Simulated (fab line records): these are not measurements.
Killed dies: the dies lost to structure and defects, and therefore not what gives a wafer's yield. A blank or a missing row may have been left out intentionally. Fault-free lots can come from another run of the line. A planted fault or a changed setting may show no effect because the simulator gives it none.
A lot that was struck, set against a sound lot	flow sfq-line	24 out of 325 route steps
Sound: the wafers L829.2, L829.4, L829.6. Struck: wafers L833.1, L833.4, L833.5. At the end, the cause is stated.
Per side, at each step with rows, come the tool, then ch with its chambers, and then its first start. Under that, the readings that differ: sound wafers	struck wafers	difference of the means	sigmas: that difference in standard deviations of wafers without a fault.
alike: readings with means less than 2 such deviations apart, plus words and numbers identical on both sides. not compared: withheld readings, readings lacking a value on some wafer, bounds such as >300 that could conceal the same value, and numbers that have no deviation in the record and whose values overlap.
A row with sigmas, a row that says differs or no value, or rows on one side alone: a step with any of these is where the two part. Numbers that have no deviation but don't overlap get no sigmas and don't part them. Lack of a reading on every wafer of one side parts them only where that side has two or more wafers.

first, 6 steps without rows for these wafers: SFQ_TRILAYER_L0_VIA_LITHO_COAT_018 (resist thk 62 nm); SFQ_TRILAYER_L0_VIA_LITHO_COAT_013 (resist thk 650 nm); SFQ_TRILAYER_L0_VIA_LITHO_SOFTBAKE_017; SFQ_TRILAYER_L0_VIA_LITHO_EXPOSE_014 (exposes mask L0V, target cd 700 nm); SFQ_TRILAYER_L0_VIA_LITHO_PEB_016 (peb time 60 s); SFQ_TRILAYER_L0_VIA_LITHO_DEVELOP_015 (time 60 s).
SFQ_L0V_OVL_MEAS_903:
  sound: overlay-02 at day 9 01:39; struck: overlay-01 at day 9 17:39
  alike: L0V_OVL
SFQ_TRILAYER_L0_VIA_BARC_OPEN_VIA_ETCH_021: etches BARC in O2, target depth 125 nm, time 41.7 s.
  sound on rie-diel-01 ch 0,1, day 9 01:41; struck on rie-diel-03 ch 0,2,3, day 9 17:41
  alike: drypump-motor-current-A, oes-product-au
  not compared: rf-hours-counter-h
SFQ_TRILAYER_L0_VIA_ETCH_VIA_ETCH_016: etches SiO2 in CHF3, stops on MoNx KI, target depth 80 nm.
  sound on rie-diel-01 ch 0,1, day 9 01:43; struck on rie-diel-03 ch 0,2,3, day 9 17:44
  alike: drypump-motor-current-A, oes-product-au
SFQ_TRILAYER_L0_VIA_STRIP_STRIP_017: strips in O2.
  sound on rie-metal-04 ch 0,1, day 9 01:46; struck on rie-metal-01 ch 0, day 9 17:47
  alike: drypump-motor-current-A, oes-product-au
  not compared: rf-hours-counter-h
then, 2 steps without rows for these wafers: SFQ_TRILAYER_L0_VIA_STRIP_SOLV_CLEAN_018 (cleans in NMP, time 600 s); SFQ_TRILAYER_M0_DEP_PRE_CLEAN_020 (time 15 s).
SFQ_TRILAYER_M0_DEP_SPUTTER_019: material Nb, target thk 200 nm, time 133.3 s.
  sound: pvd-sputter-06 at day 9 02:34; struck: pvd-sputter-05 at day 9 19:11
  no value came back on the struck wafers for base-pressure-pa (Pa), cathode-dc-power-W (W), throttle-valve-pct (%), time-s (s); on the sound wafers base-pressure-pa (Pa) reads 1.41e-06 1.23e-06 1.42e-06
SFQ_M0_RS_MEAS_904: measures by four-point-probe.
  sound: film-metro-02 at day 9 02:41; struck: film-metro-03 at day 9 19:16
reading	sound	struck	difference	sigmas
M0_NB_RS (ohm/sq)	0.879 0.884 0.890	- - -	no value on the struck wafers	
then, 6 steps without rows for these wafers: SFQ_TRILAYER_M0_LITHO_COAT_026 (resist thk 62 nm); SFQ_TRILAYER_M0_LITHO_COAT_021 (resist thk 600 nm); SFQ_TRILAYER_M0_LITHO_SOFTBAKE_025; SFQ_TRILAYER_M0_LITHO_EXPOSE_022 (exposes mask M0, target cd 500 nm); SFQ_TRILAYER_M0_LITHO_PEB_024 (peb time 60 s); SFQ_TRILAYER_M0_LITHO_DEVELOP_023 (time 60 s).
-- the record jumps here: 5 days lie between the struck wafers' starts before and after --
SFQ_M0_OVL_MEAS_906:
  sound: overlay-02 at day 13 13:00; struck: overlay-01 at day 14 15:07
  alike: M0_OVL
SFQ_TRILAYER_M0_BARC_OPEN_METAL_ETCH_031: etches BARC in O2, target depth 125 nm, time 41.7 s.
  sound on rie-metal-01 ch 0,1, day 13 13:02; struck on rie-metal-01 ch 1, day 14 15:09
  alike: drypump-motor-current-A, oes-product-au
  not compared: rf-hours-counter-h
SFQ_TRILAYER_M0_ETCH_METAL_ETCH_024: etches Nb in Cl2/Ar, stops on SiO2, target depth 240 nm, time 120 s.
  sound on rie-metal-01 ch 0,1, day 13 13:05; struck on rie-metal-01 ch 1, day 14 15:13
reading	sound	struck	difference	sigmas
oes-product-au (a.u.)	0.905 0.891 0.886	0.378 0.381 0.376	-0.516	-66
  alike: drypump-motor-current-A
  not compared: rf-hours-counter-h
SFQ_TRILAYER_M0_STRIP_STRIP_025: strips in O2.
  sound on rie-metal-01 ch 0,1, day 13 13:13; struck on rie-metal-01 ch 1, day 14 15:20
  alike: drypump-motor-current-A, oes-product-au
  not compared: rf-hours-counter-h

WHERE THEY PART
At SFQ_TRILAYER_M0_DEP_SPUTTER_019 first; at SFQ_TRILAYER_M0_ETCH_METAL_ETCH_024 last (within this record only). Later steps at which nothing parts them and some readings are alike: SFQ_TRILAYER_M0_STRIP_STRIP_025.

WHY: whatever the simulator had introduced
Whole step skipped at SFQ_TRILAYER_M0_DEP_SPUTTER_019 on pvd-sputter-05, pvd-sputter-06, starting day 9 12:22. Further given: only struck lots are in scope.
